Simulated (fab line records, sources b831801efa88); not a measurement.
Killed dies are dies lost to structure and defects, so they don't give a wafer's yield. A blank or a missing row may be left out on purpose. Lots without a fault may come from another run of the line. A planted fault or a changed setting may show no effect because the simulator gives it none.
One fault seen from 2 desks | flow gf180mcu | each desk has only its own numbers; what lay behind them comes last

THE METROLOGY DESK
What the gauges read, lot by lot, whatever tool the lot ran on: means of the sampled wafers that have a number. A lot is out of limits, marked OUT, if its mean lies more than 4 standard deviations from the usual mean; the brackets give that distance.
Columns: A = cd_nm at GF_STI_CD_MEAS_12, usual 220.1 nm; B = NWELL_TW at GF_NWELL_TW_MEAS_11, usual 1566; C = cd_nm at GF_HV_LDD_CD_MEAS_19, usual 399.8 nm; D = cd_nm at GF_HV_LDD_CD_MEAS_31, usual 400.3 nm
lot  | first seen here | A     | B    | C                | D
L592 | day 2 02:17     | 220.2 | 1544 | 398.5            | 399.5
L593 | day 2 06:34     | 219.7 | 1585 | 400.9            | 397.2
L594 | day 2 11:07     | 219.8 | 1547 | 400.6            | 402.2
L595 | day 2 16:55     | 218.2 | 1592 | 400.9            | 400.7
L596 | day 2 22:20     | 220.9 | 1544 | 397.1            | 397.7
L597 | day 3 03:49     | 219.4 | 1591 | 398.2            | 397.8
L598 | day 3 08:28     | 218.7 | 1542 | 400.7            | 402.7
L599 | day 3 13:17     | 219.3 | 1583 | 399.0            | 401.3
L600 | day 3 18:44     | 220.8 | 1547 | 404.1            | 403.0
L603 | day 4 11:12     | 219.9 | 1574 | 381.5 (-8.3) OUT | 396.4
L607 | day 5 06:45     | 222.5 | 1551 | 378.8 (-9.5) OUT | 401.7
L612 | day 6 08:07     | 220.5 | 1580 | 399.4            | 401.4
This desk's finding: out of limits on L603, L607; first on L603, day 14 04:17 (cd_nm at GF_HV_LDD_CD_MEAS_19). In limits: L592, L593, L594, L595, L596, L597, L598, L599, L600, L612.

THE TOOL OWNER'S DESK: iline_stepper-02
The tool's own readings at GF_HV_LDD_EXPOSE_16 (exposes mask Pplus LV AREA, target cd 400 nm): means of the sampled wafers that have a number, for each lot that ran on this tool. A lot is out of limits, marked OUT, if its mean lies more than 4 standard deviations from the usual mean; the brackets give that distance.
Columns: A = exposure_dose_mJ_cm2 at GF_HV_LDD_EXPOSE_16, usual 139.98
lot  | first seen here | A
L597 | day 12 10:40    | 139.98
L598 | day 12 10:53    | 139.87
L599 | day 12 11:02    | 140.06
L603 | day 13 17:44    | 131.22 (-55) OUT
L607 | day 15 05:53    | 131.13 (-55) OUT
This desk's finding: out of limits on L603, L607; first on L603, day 13 17:44 (exposure_dose_mJ_cm2 at GF_HV_LDD_EXPOSE_16). In limits: L597, L598, L599.

PUT TOGETHER
The tool owner's desk could have raised an alarm at day 13 17:44, on L603, L607.
The metrology desk could have raised an alarm at day 14 04:17, on L603, L607.
Of the lots named, all ran GF_HV_LDD_EXPOSE_16 on iline_stepper-02.

WHAT THE SIMULATOR HAD PUT IN
Process parameter drift: iline_stepper-02, from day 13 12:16 on, at GF_HV_LDD_EXPOSE_16. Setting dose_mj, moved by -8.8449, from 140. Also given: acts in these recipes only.
Lots struck among those shown: L603, L607.
Hours from the fault's start to each desk's first reading out of limits: the tool owner's desk, 5; the metrology desk, 16.
